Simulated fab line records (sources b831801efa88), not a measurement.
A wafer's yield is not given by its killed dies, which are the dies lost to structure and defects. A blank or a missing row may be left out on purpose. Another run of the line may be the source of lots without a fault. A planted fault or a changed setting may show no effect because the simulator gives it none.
fab line records    flow sky130
[record] lots = 7  wafers = 21  lastDay = 50
route steps=708 shown POLY_GATE@220 PAD_OPEN@708
lots that met no fault: taken from a fault-free run of the same line
startH: the number of hours between the record's first day and the start of the first shown wafer of the lot    waitH: time in hours since the lot's previous step    " unchanged from the row above    L1.1+2: a row that stands for several wafers    - no value, or no start given    * or withheld: withheld    < > ~ a bound
route shown NAME@n: NAME is a module with steps in the file, n the number in the route of the first one    usual: the fault-free wafers' mean and standard deviation    same: alike in all rows    chamber/n: place in a boat    sites: each site's reading    _std_site: the values' standard deviation    _edge_site: outer sites' mean less inner sites'    radiusMm: for every site, how far away it sits from the centre of the wafer    mask NAME#n: copy n    behind: the tool/chamber that last shaped the wafer    hold: why the lot went on hold/how many hours it stayed there/how the hold came to an end    device: which transistor (n, p or np) failed to switch    end of line: the same wafers' tests at the end of the route    a step without rows: its recipe alone    killed: count of dies lost to structure and defects at first sort (not the wafer's yield)    map: shows each die of a wafer: x if killed, . if not, _ if none is there
set.NAME: the setting that was run; set.NAME@STEP: the one run at that earlier step    model.NAME: the simulator's own value behind a step, which no gauge read
lots seen at some steps along the route; tables by step, rows by wafer
services: a tool's chamber out of use, with start hour (startH, from the record's first day; less than 0 if before it), hours out, and reason
[[steps]]
[step SKY_POLY_GATE_HMDS_06]
[recipe] primeTimeS = 60  primeTempC = 120
[step SKY_POLY_GATE_COAT_07]
[recipe] resist = BARC  tempC = withheld  timeS = withheld  spinRpm = 3000  resistThkNm = 110
[step SKY_POLY_GATE_COAT_08]
[recipe] resist = KrF-thick  spinRpm = 3000  resistThkNm = 450
[step SKY_POLY_GATE_SOFTBAKE_09]
[recipe] tempC = 100  timeS = 90  resist = KrF-thick
[step SKY_POLY_GATE_EXPOSE_10]
[recipe] maskId = P1M  na = 0.68  sourceShape = conventional  sigmaOuter = 0.6  targetCdNm = 150  doseMj = 28
[step SKY_POLY_GATE_PEB_11]
[recipe] pebTempC = withheld  pebTimeS = withheld  resist = KrF-thick
[step SKY_POLY_GATE_DEVELOP_12]
[recipe] developTimeS = 60  resist = KrF-thick  devTempC = 21
[step SKY_POLY_GATE_CD_MEAS_13]
[recipe] targetCdNm = 150
[usual] cdNm = 150.8/1.5
lot.wafer  tool      chamber  startH  waitH  cdNm
L477.3     cdSem-01  -        388.95  -      151.4
L477.5     "         -        "       "      152.8
L477.6     "         -        "       "      151.8
L478.2     cdSem-02  -        417.63  -      149.7
L478.3     "         -        "       "      151.1
L478.5     "         -        "       "      150.5
L480.2     cdSem-01  -        426.87  -      152.4
L480.4     "         -        "       "      151.1
L480.6     "         -        "       "      151.9
L481.1     cdSem-02  -        431.54  -      152.1
L481.3     "         -        "       "      151.2
L481.4     "         -        "       "      150.5
L482.3     cdSem-02  -        437.94  -      147.9
L482.4     "         -        "       "      151.0
L482.6     "         -        "       "      148.9
L492.1     cdSem-02  -        521.10  -      151.3
L492.2     "         -        "       "      150.7
L492.4     "         -        "       "      151.0
L495.2     cdSem-01  -        563.92  -      150.8
L495.3     "         -        "       "      150.5
L495.6     "         -        "       "      150.2
[step SKY_POLY_GATE_OVL_MEAS_14]
[usual] POLY_GATE_OVL = 4/4.7
lot.wafer  tool        chamber  startH  waitH  POLY_GATE_OVL[nm]
L477.3     overlay-01  -        389.05  0.1    4
L477.5     "           -        "       "      -1
L477.6     "           -        "       "      2
L478.2     overlay-02  -        417.74  0.1    -4
L478.3     "           -        "       "      2
L478.5     "           -        "       "      -3
L480.2     overlay-02  -        426.97  0.1    -1
L480.4     "           -        "       "      6
L480.6     "           -        "       "      0
L481.1     overlay-01  -        431.66  0.1    13
L481.3     "           -        "       "      5
L481.4     "           -        "       "      5
L482.3     overlay-02  -        438.03  0.1    -4
L482.4     "           -        "       "      -2
L482.6     "           -        "       "      2
L492.1     overlay-02  -        521.22  0.1    7
L492.2     "           -        "       "      -2
L492.4     "           -        "       "      2
L495.2     overlay-01  -        564.02  0.1    9
L495.3     "           -        "       "      3
L495.6     "           -        "       "      6
[step SKY_POLY_GATE_ETCH_15]
[recipe] chemistry = N2/H2  target = BARC  ionEnergyEv = 200  sourceW = 500  biasW = 100  pressureMtorr = 30  n2FlowSccm = 100  h2FlowSccm = 200  stopOn = SiO2  timeS = 118.5  targetDepthA = 1100
[usual] chamberPressureMTorr = 30.001/0.029  drypumpMotorCurrentA = 5.7/0.45  oesProductAu = 0.716/0.0046  throttleValvePct = 13.213/0.01
lot.wafer  tool        chamber  startH  waitH  chamberPressureMTorr  drypumpMotorCurrentA  oesProductAu  rfHoursCounterH  throttleValvePct
L477.3     rieDiel-02  2        389.07  0.0    29.957                6.5                   0.718         4                13.189
L477.5     "           2        "       "      30.025                6.5                   0.717         -                13.205
L477.6     "           0        "       "      29.989                5.5                   0.718         -                13.228
L478.2     rieDiel-01  0        417.77  0.0    30.019                5.3                   0.713         5                13.224
L478.3     "           1        "       "      30.050                5.5                   0.708         6                13.218
L478.5     "           2        "       "      29.991                5.6                   0.721         -                13.214
L480.2     rieDiel-01  1        427.00  0.0    30.053                5.5                   0.724         6                13.207
L480.4     "           3        "       "      30.008                5.5                   0.710         9                13.202
L480.6     "           3        "       "      30.014                5.5                   0.708         -                13.221
L481.1     rieDiel-01  1        431.70  0.0    30.054                5.5                   0.724         6                13.233
L481.3     "           0        "       "      30.023                5.3                   0.714         5                13.201
L481.4     "           3        "       "      29.968                5.5                   0.720         9                13.218
L482.3     rieDiel-01  3        438.05  0.0    30.036                5.5                   0.717         9                13.218
L482.4     "           0        "       "      29.990                5.3                   0.714         5                13.213
L482.6     "           2        "       "      30.037                5.6                   0.723         -                13.236
L492.1     rieDiel-01  0        521.25  0.0    29.973                5.3                   0.706         7                13.212
L492.2     "           2        "       "      30.022                5.6                   0.714         2                13.231
L492.4     "           3        "       "      29.978                5.5                   0.712         10               13.229
L495.2     rieDiel-01  1        564.05  0.0    29.975                5.5                   0.709         9                13.202
L495.3     "           2        "       "      30.003                5.6                   0.713         3                13.220
L495.6     "           1        "       "      29.971                5.5                   0.716         -                13.217
[step SKY_POLY_GATE_ETCH_16]
[recipe] stopOn = poly-Si  chemistry = CH3F/O2  target = Si3N4  sourceW = 400  biasW = 80  pressureMtorr = 25  ch3fFlowSccm = 40  O2_flow_sccm = 30  timeS = 147.5  targetDepthA = 750
[usual] chamberPressureMTorr = 25.003/0.023  drypumpMotorCurrentA = 5.7/0.45  oesProductAu = 0.640/0.0048  throttleValvePct = 10.535/0.01
lot.wafer  tool        chamber  startH  waitH  chamberPressureMTorr  drypumpMotorCurrentA  oesProductAu  rfHoursCounterH  throttleValvePct
L477.3     rieDiel-02  2        389.15  0.0    24.987                6.5                   0.641         4                10.524
L477.5     "           2        "       "      25.007                6.5                   0.644         -                10.531
L477.6     "           0        "       "      25.021                5.5                   0.646         -                10.518
L478.2     rieDiel-01  0        417.85  0.0    25.034                5.3                   0.648         5                10.526
L478.3     "           1        "       "      25.002                5.5                   0.649         6                10.516
L478.5     "           2        "       "      25.013                5.6                   0.642         -                10.538
L480.2     rieDiel-01  1        427.09  0.0    24.998                5.5                   0.642         6                10.547
L480.4     "           3        "       "      25.017                5.5                   0.634         9                10.548
L480.6     "           3        "       "      24.981                5.5                   0.631         -                10.536
L481.1     rieDiel-01  1        431.78  0.0    24.971                5.5                   0.635         7                10.523
L481.3     "           0        "       "      24.982                5.3                   0.631         5                10.529
L481.4     "           3        "       "      25.033                5.5                   0.641         9                10.516
L482.3     rieDiel-01  3        438.14  0.0    24.975                5.5                   0.639         9                10.540
L482.4     "           0        "       "      25.021                5.3                   0.642         5                10.537
L482.6     "           2        "       "      24.964                5.6                   0.642         -                10.556
L492.1     rieDiel-01  0        521.34  0.0    24.960                5.3                   0.641         7                10.545
L492.2     "           2        "       "      25.044                5.6                   0.635         3                10.544
L492.4     "           3        "       "      24.981                5.5                   0.642         10               10.543
L495.2     rieDiel-01  1        564.14  0.0    24.982                5.5                   0.646         9                10.532
L495.3     "           2        "       "      25.013                5.6                   0.638         3                10.525
L495.6     "           1        "       "      25.014                5.5                   0.629         -                10.538
[step SKY_POLY_GATE_ETCH_17]
[recipe] targetDepthNm = 180  stopOn = SiO2  overEtchFrac = 0.56667  chemistry = HBr/Cl2  target = poly-Si  icpW = 400  biasW = 100  pressureMtorr = 10  HBr_flow_sccm = 150  Cl2_flow_sccm = 50  timeS = 70.5
[usual] chamberPressureMTorr = 10.000/0.0083  drypumpMotorCurrentA = 5.6/0.55  oesProductAu = 0.987/0.0073  throttleValvePct = 33.685/0.0092
lot.wafer  tool      chamber  startH  waitH  chamberPressureMTorr  drypumpMotorCurrentA  oesProductAu  rfHoursCounterH  throttleValvePct
L477.3     rieSi-01  3        389.25  0.0    10.004                4.9                   0.982         34               33.682
L477.5     "         1        "       "      9.966                 5.4                   0.997         -                33.681
L477.6     "         2        "       "      9.999                 6.0                   0.998         -                33.681
L478.2     rieSi-01  0        417.95  0.0    10.000                5.6                   0.989         2                33.686
L478.3     "         3        "       "      10.004                4.9                   0.985         35               33.687
L478.5     "         1        "       "      9.995                 5.4                   1.004         -                33.687
L480.2     rieSi-01  3        427.19  0.0    10.002                4.9                   0.975         35               33.694
L480.4     "         0        "       "      9.997                 5.6                   0.990         2                33.697
L480.6     "         2        "       "      10.003                6.0                   0.987         -                33.682
L481.1     rieSi-01  2        431.88  0.0    10.004                5.9                   0.976         1                33.682
L481.3     "         1        "       "      9.991                 5.4                   0.989         6                33.672
L481.4     "         0        "       "      10.004                5.6                   0.993         2                33.690
L482.3     rieSi-01  2        438.24  0.0    9.992                 6.0                   0.981         1                33.679
L482.4     "         3        "       "      9.984                 4.9                   0.977         35               33.680
L482.6     "         0        "       "      10.017                5.6                   0.986         -                33.689
L492.1     rieSi-01  1        521.43  0.0    10.013                5.4                   0.991         6                33.701
L492.2     "         0        "       "      9.995                 5.5                   0.987         2                33.683
L492.4     "         2        "       "      10.002                5.9                   0.970         1                33.683
L495.2     rieSi-02  2        564.23  0.0    10.003                4.9                   0.985         1                33.676
L495.3     "         3        "       "      9.981                 5.7                   0.984         1                33.675
L495.6     "         0        "       "      9.990                 6.5                   0.985         -                33.691
[step SKY_POLY_GATE_STRIP_18]
[recipe] chemistry = O2/N2  powerW = 1400  pressureMtorr = 1500  platenTempC = withheld  o2FlowSccm = 3000  n2FlowSccm = 300  overashFraction = 0.5
[usual] chamberPressureMTorr = 1499.9/1.4  drypumpMotorCurrentA = 5.6/0.46  n2FlowSccm = 299.9/0.76  oesProductAu = 0.361/0.0049  stripTimeToEndpointS = 3.18/0.037
lot.wafer  tool            chamber  startH  waitH  chamberPressureMTorr  drypumpMotorCurrentA  n2FlowSccm  oesProductAu  rfHoursCounterH  stripTimeToEndpointS
L477.3     plasmaAsher-01  1        389.34  0.1    1496.9                5.0                   300.5       0.367         -                3.25
L477.5     "               1        "       "      1502.1                5.0                   300.5       0.357         -                3.19
L477.6     "               0        "       "      1498.9                5.7                   299.4       0.356         -                3.21
L478.2     plasmaAsher-01  1        418.01  0.0    1501.3                5.0                   299.6       0.358         63               3.14
L478.3     "               0        "       "      1502.5                5.7                   299.0       0.364         -                3.18
L478.5     "               1        "       "      1498.8                5.0                   299.8       0.360         -                3.09
L480.2     plasmaAsher-01  0        427.24  0.0    1499.2                5.7                   360.6       0.372         64               3.23
L480.4     "               1        "       "      1498.4                5.0                   359.7       0.365         -                3.19
L480.6     "               0        "       "      1498.7                5.6                   360.6       0.359         -                3.25
L481.1     plasmaAsher-01  0        431.93  0.0    1499.7                5.7                   361.2       0.359         65               3.20
L481.3     "               0        "       "      1498.3                5.7                   359.8       0.357         -                3.14
L481.4     "               1        "       "      1497.8                5.0                   360.9       0.359         -                3.19
L482.3     plasmaAsher-01  1        438.32  0.1    1500.5                5.0                   359.6       0.372         -                3.24
L482.4     "               0        "       "      1501.2                5.7                   358.7       0.360         -                3.19
L482.6     "               0        "       "      1497.5                5.7                   358.3       0.357         -                3.09
L492.1     plasmaAsher-01  1        521.49  0.0    1499.4                5.0                   300.4       0.357         76               3.13
L492.2     "               0        "       "      1500.8                5.6                   299.0       0.358         76               3.10
L492.4     "               1        "       "      1499.5                5.0                   301.0       0.376         -                3.22
L495.2     plasmaAsher-01  0        564.29  0.0    1499.3                5.7                   298.6       0.364         80               3.18
L495.3     "               0        "       "      1501.5                5.7                   299.6       0.360         -                3.17
L495.6     "               1        "       "      1498.3                5.0                   300.4       0.358         -                3.20
[step SKY_POLY_GATE_CLEAN_19]
[recipe] chemistry = SC1/SC2  mix = 1:4:20  tempC = 70  timeS = 150  dry = n2Spin
[step SKY_PAD_OPEN_PROBE_99]
[usual] killed_at_M0_to_M3 = 44/6.9  killed_at_M4_up = 3.0/1.5  killedAtContacts = 24/5.2  killedAtFrontEnd = 15/4.1  killedAtOther = 0.4/0.62  killedDies = 87/9.6  killedOpen = 47/7  killedShort = 40/6.2
[same] grossDies = 492  killedAtBackSide = 0
lot.wafer  tool       chamber  startH   waitH  killed_at_M0_to_M3  killed_at_M4_up  killedAtContacts  killedAtFrontEnd  killedAtOther  killedDies  killedOpen  killedShort
L477.3     prober-02  -        1083.69  0.2    40                  4                30                17                0              91          50          40
L477.5     prober-02  -        1083.79  0.2    34                  1                28                25                0              88          46          41
L477.6     prober-02  -        1083.84  0.2    48                  1                24                13                0              86          40          46
L478.2     prober-01  -        1103.62  0.1    45                  4                24                11                1              85          36          49
L478.3     prober-01  -        1103.67  0.2    40                  4                17                10                0              71          37          33
L478.5     prober-01  -        1103.77  0.2    39                  2                19                14                1              75          46          27
L480.2     prober-01  -        1114.51  0.1    40                  6                24                10                0              80          43          37
L480.4     prober-01  -        1114.61  0.2    44                  4                23                19                1              91          51          40
L480.6     prober-01  -        1114.71  0.2    50                  5                17                14                1              87          53          34
L481.1     prober-02  -        1115.96  0.1    39                  3                21                13                0              76          35          41
L481.3     prober-02  -        1116.06  0.2    53                  2                19                11                0              85          51          34
L481.4     prober-02  -        1116.11  0.2    36                  1                24                11                0              72          29          43
L482.3     prober-01  -        1118.76  0.2    51                  2                23                20                0              96          53          43
L482.4     prober-01  -        1118.81  0.2    48                  3                25                13                2              91          47          43
L482.6     prober-01  -        1118.91  0.2    41                  2                26                13                0              82          46          36
L492.1     prober-02  -        1165.69  0.1    37                  3                13                14                0              67          34          33
L492.2     prober-02  -        1165.74  0.1    50                  3                16                9                 0              78          45          33
L492.4     prober-02  -        1165.84  0.2    46                  4                17                11                1              79          43          36
L495.2     prober-02  -        1193.06  0.1    47                  2                26                11                1              87          50          37
L495.3     prober-02  -        1193.11  0.2    43                  2                22                17                0              84          53          31
L495.6     prober-02  -        1193.26  0.2    49                  3                25                13                0              90          48          42
// killed by level:class
L477.3 CONTACT:geometricParticle:open=10 LI_CONTACT:geometricParticle:open=9 VIA1:geometricParticle:open=9 FIELD_ISO:geometricParticle:open=6 METAL1:geometricParticle:short=6 VIA2:geometricParticle:open=6 VIA3:geometricParticle:open=5 VIA1:geometricParticle:short=5
L477.5 LI_CONTACT:geometricParticle:open=8 FIELD_ISO:geometricParticle:short=8 CONTACT:geometricParticle:open=8 VIA1:geometricParticle:open=8 FIELD_ISO:geometricParticle:open=7 VIA3:geometricParticle:open=7 LOCAL_INTERCONNECT:geometricParticle:short=6 METAL1:geometricParticle:short=4
L477.6 VIA1:geometricParticle:open=16 CONTACT:geometricParticle:open=8 METAL1:geometricParticle:short=7 LOCAL_INTERCONNECT:geometricParticle:short=7 FIELD_ISO:geometricParticle:short=5 CONTACT:geometricParticle:short=5 VIA2:geometricParticle:short=4 VIA3:geometricParticle:short=4
L478.2 VIA1:geometricParticle:open=9 CONTACT:geometricParticle:open=8 METAL1:geometricParticle:short=8 CONTACT:geometricParticle:short=7 VIA1:geometricParticle:short=7 VIA2:geometricParticle:open=5 METAL2:geometricParticle:short=4 LOCAL_INTERCONNECT:geometricParticle:short=4
L478.3 VIA1:geometricParticle:open=13 LI_CONTACT:geometricParticle:open=6 CONTACT:geometricParticle:open=6 VIA1:geometricParticle:short=6 METAL2:geometricParticle:short=6 METAL1:geometricParticle:short=5 VIA3:geometricParticle:open=5 FIELD_ISO:geometricParticle:open=3
L478.5 VIA1:geometricParticle:open=10 LI_CONTACT:geometricParticle:open=8 VIA2:geometricParticle:open=5 VIA3:geometricParticle:open=5 VIA1:geometricParticle:short=4 CONTACT:geometricParticle:short=4 CONTACT:geometricParticle:open=4 VIA2:geometricParticle:short=4
L480.2 CONTACT:geometricParticle:open=12 METAL2:geometricParticle:short=8 CONTACT:geometricParticle:short=6 VIA1:geometricParticle:open=6 METAL4:geometricParticle:short=6 LI_CONTACT:geometricParticle:open=5 VIA2:geometricParticle:short=5 VIA2:geometricParticle:open=5
L480.4 VIA1:geometricParticle:open=10 FIELD_ISO:geometricParticle:open=8 LI_CONTACT:geometricParticle:open=8 CONTACT:geometricParticle:open=7 FIELD_ISO:geometricParticle:short=6 METAL1:geometricParticle:short=6 METAL2:geometricParticle:short=6 CONTACT:geometricParticle:short=4
L480.6 VIA1:geometricParticle:open=14 CONTACT:geometricParticle:open=9 METAL2:geometricParticle:short=7 POLY_GATE:geometricParticle:open=6 VIA2:geometricParticle:open=6 VIA3:geometricParticle:open=5 LOCAL_INTERCONNECT:geometricParticle:short=4 VIA1:geometricParticle:short=4
L481.1 METAL1:geometricParticle:short=7 METAL2:geometricParticle:short=6 CONTACT:geometricParticle:open=5 CONTACT:geometricParticle:short=5 VIA3:geometricParticle:open=5 LI_CONTACT:geometricParticle:short=4 VIA2:geometricParticle:short=4 VIA1:geometricParticle:open=4
L481.3 VIA1:geometricParticle:open=10 CONTACT:geometricParticle:open=8 VIA3:geometricParticle:open=8 VIA2:geometricParticle:open=7 POLY_GATE:geometricParticle:open=5 METAL1:geometricParticle:short=5 VIA1:geometricParticle:short=5 METAL3:geometricParticle:short=4
L481.4 METAL1:geometricParticle:short=7 VIA1:geometricParticle:open=7 LI_CONTACT:geometricParticle:open=6 LI_CONTACT:geometricParticle:short=6 VIA2:geometricParticle:short=6 VIA1:geometricParticle:short=5 CONTACT:geometricParticle:open=5 CONTACT:geometricParticle:short=4
L482.3 METAL2:geometricParticle:short=11 VIA1:geometricParticle:open=9 VIA3:geometricParticle:open=9 CONTACT:geometricParticle:open=8 LI_CONTACT:geometricParticle:open=7 VIA2:geometricParticle:open=6 FIELD_ISO:geometricParticle:open=5 POLY_GATE:geometricParticle:short=5
L482.4 CONTACT:geometricParticle:open=14 VIA1:geometricParticle:open=11 METAL2:geometricParticle:short=7 METAL1:geometricParticle:short=7 VIA1:geometricParticle:short=6 CONTACT:geometricParticle:short=5 METAL3:geometricParticle:short=4 VIA2:geometricParticle:open=4
L482.6 CONTACT:geometricParticle:open=9 VIA3:geometricParticle:open=9 VIA1:geometricParticle:open=8 VIA1:geometricParticle:short=7 FIELD_ISO:geometricParticle:open=6 LI_CONTACT:geometricParticle:open=6 METAL2:geometricParticle:short=6 CONTACT:geometricParticle:short=5
L492.1 VIA3:geometricParticle:open=8 POLY_GATE:geometricParticle:short=5 METAL1:geometricParticle:short=5 VIA1:geometricParticle:open=5 METAL2:geometricParticle:short=5 LI_CONTACT:geometricParticle:open=4 CONTACT:geometricParticle:open=4 VIA2:geometricParticle:open=4
L492.2 VIA1:geometricParticle:open=11 VIA2:geometricParticle:open=11 CONTACT:geometricParticle:open=9 METAL1:geometricParticle:short=9 METAL2:geometricParticle:short=5 VIA2:geometricParticle:short=5 FIELD_ISO:geometricParticle:open=3 CONTACT:geometricParticle:short=3
L492.4 VIA2:geometricParticle:open=8 VIA1:geometricParticle:open=8 LI_CONTACT:geometricParticle:open=7 METAL1:geometricParticle:short=7 VIA1:geometricParticle:short=7 VIA3:geometricParticle:open=5 FIELD_ISO:geometricParticle:open=4 CONTACT:geometricParticle:open=4
L495.2 VIA3:geometricParticle:open=12 VIA1:geometricParticle:open=10 CONTACT:geometricParticle:open=9 LI_CONTACT:geometricParticle:open=7 METAL2:geometricParticle:short=7 LOCAL_INTERCONNECT:geometricParticle:short=5 VIA2:geometricParticle:open=4 METAL3:geometricParticle:short=4
L495.3 VIA1:geometricParticle:open=14 CONTACT:geometricParticle:open=7 LI_CONTACT:geometricParticle:open=6 METAL1:geometricParticle:short=5 VIA2:geometricParticle:open=5 POLY_GATE:geometricParticle:short=4 VIA1:geometricParticle:short=4 METAL2:geometricParticle:open=4
L495.6 VIA1:geometricParticle:open=15 CONTACT:geometricParticle:short=9 LI_CONTACT:geometricParticle:open=7 METAL2:geometricParticle:short=7 CONTACT:geometricParticle:open=6 VIA1:geometricParticle:short=6 VIA2:geometricParticle:open=6 METAL3:geometricParticle:short=5
[[services]]
tool            chamber  startH  hours  kind
rieSi-02        3        367.06  5.2    repair
rieSi-02        3        372.30  -      clean
rieSi-02        3        372.30  24.7   scheduledDown
rieSi-02        3        372.30  24.7   ventCycle
rieDiel-02      1        375.63  14.3   repair
rieSi-02        1        385.44  5.9    repair
rieSi-02        2        396.96  -      clean
rieSi-02        2        396.96  14.9   scheduledDown
rieSi-02        2        396.96  14.9   ventCycle
plasmaAsher-01  -        423.20  2.0    repair
rieSi-02        0        438.35  -      clean
rieSi-02        0        438.35  20.2   scheduledDown
rieSi-02        0        438.35  20.2   ventCycle
rieDiel-01      2        440.83  19.7   repair
rieSi-01        2        446.25  10.9   repair
rieDiel-01      -        449.70  3.3    repair
plasmaAsher-01  -        454.53  1.9    repair
rieDiel-01      -        506.74  2.8    pm
rieSi-02        -        522.33  2.8    pm
rieSi-01        -        524.54  0.3    repair
rieSi-02        1        531.48  9.8    repair
[[key]]
[firstSign] step = SKY_POLY_GATE_STRIP_18  reading = n2FlowSccm  direction = up  sigmas = 79  usual = 299.9  struck = 359.9
effect none on later readings
metAt SKY_POLY_GATE_STRIP_18
struckWafers L480.2,L480.4,L480.6,L481.1,L481.3,L481.4,L482.3,L482.4,L482.6
testerLeftOut L480,L481,L482
onsetBetween 418.01 427.24
[fault] kind = processParameterDrift  tool = plasmaAsher-01  chamber = -  onsetH = 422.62  steps = SKY_POLY_GATE_STRIP_18  channel = n2FlowSccm  offset = 60  shape = step  endH = 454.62  actsIn = theseRecipesOnly  stated = 300
// testerLeftOut: of these lots the tester's yield and bins aren't shown, on N5 and GAA mostly nor the transistor test; their killed dies are dies lost to structure and defects alone, not to doping, threshold or leakage, so they don't give the yield
